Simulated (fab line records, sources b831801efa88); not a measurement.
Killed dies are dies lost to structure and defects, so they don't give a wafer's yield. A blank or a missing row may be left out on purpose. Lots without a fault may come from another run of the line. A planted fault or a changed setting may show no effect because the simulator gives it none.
One fault seen from 2 desks | flow gf180mcu | each desk has only its own numbers; what lay behind them comes last

THE TOOL OWNER'S DESK: implanter-01
The tool's own readings at GF_NSD_IMPLANT_09: means of the sampled wafers that have a number, for each lot that ran on this tool. A lot is out of limits, marked OUT, if its mean lies more than 4 standard deviations from the usual mean; the brackets give that distance.
Columns: A = beam_energy_keV at GF_NSD_IMPLANT_09, usual 60.004; B = dose_ions_cm2 at GF_NSD_IMPLANT_09, usual 3.999e+15
lot  | first seen here | A                        | B
L483 | day 13 19:02    | 60.009                   | 3.998e+15
L485 | day 14 09:22    | 59.985                   | 3.995e+15
L486 | day 15 05:01    | 60.011                   | 3.997e+15
L491 | day 16 17:25    | 63.350 (+99 or more) OUT | 4.003e+15
L494 | day 17 11:49    | 63.340 (+99 or more) OUT | 4.002e+15
L503 | day 20 15:17    | 59.998                   | 3.998e+15
This desk's finding: out of limits on L491, L494; first on L491, day 16 17:25 (beam_energy_keV at GF_NSD_IMPLANT_09). In limits: L483, L485, L486, L503.

THE METROLOGY DESK
What the gauges read, lot by lot, whatever tool the lot ran on: means of the sampled wafers that have a number. A lot is out of limits, marked OUT, if its mean lies more than 4 standard deviations from the usual mean; the brackets give that distance.
Columns: A = HV_LDD_4_TW at GF_HV_LDD_TW_MEAS_50, usual 568; B = NSD_RS at GF_PSD_RS_MEAS_14, usual 46.12 ohm/sq
lot  | first seen here | A   | B
L483 | day 12 19:16    | 571 | 45.98
L485 | day 13 08:29    | 577 | 46.20
L486 | day 14 04:46    | 567 | 46.19
L490 | day 14 23:40    | 569 | 46.16
L491 | day 15 16:47    | 565 | 45.13 (-9.9) OUT
L494 | day 16 09:56    | 570 | 45.23 (-8.9) OUT
L498 | day 17 21:07    | 571 | 46.08
L499 | day 18 05:36    | 568 | 45.95
L503 | day 19 11:49    | 562 | 46.04
L504 | day 19 23:14    | 575 | 46.32
L505 | day 20 03:03    | 568 | 46.24
This desk's finding: out of limits on L491, L494; first on L491, day 17 16:47 (NSD_RS at GF_PSD_RS_MEAS_14). In limits: L483, L485, L486, L490, L498, L499, L503, L504, L505.

PUT TOGETHER
The tool owner's desk could have raised an alarm at day 16 17:25, on L491, L494.
The metrology desk could have raised an alarm at day 17 16:47, on L491, L494.
Of the lots named, all ran GF_NSD_IMPLANT_09 on implanter-01.

WHAT THE SIMULATOR HAD PUT IN
Process parameter drift: implanter-01, from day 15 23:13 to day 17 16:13, at GF_NSD_IMPLANT_09. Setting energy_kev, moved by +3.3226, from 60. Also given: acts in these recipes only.
Lots struck among those shown: L491, L494.
Hours from the fault's start to each desk's first reading out of limits: the tool owner's desk, 18; the metrology desk, 42.
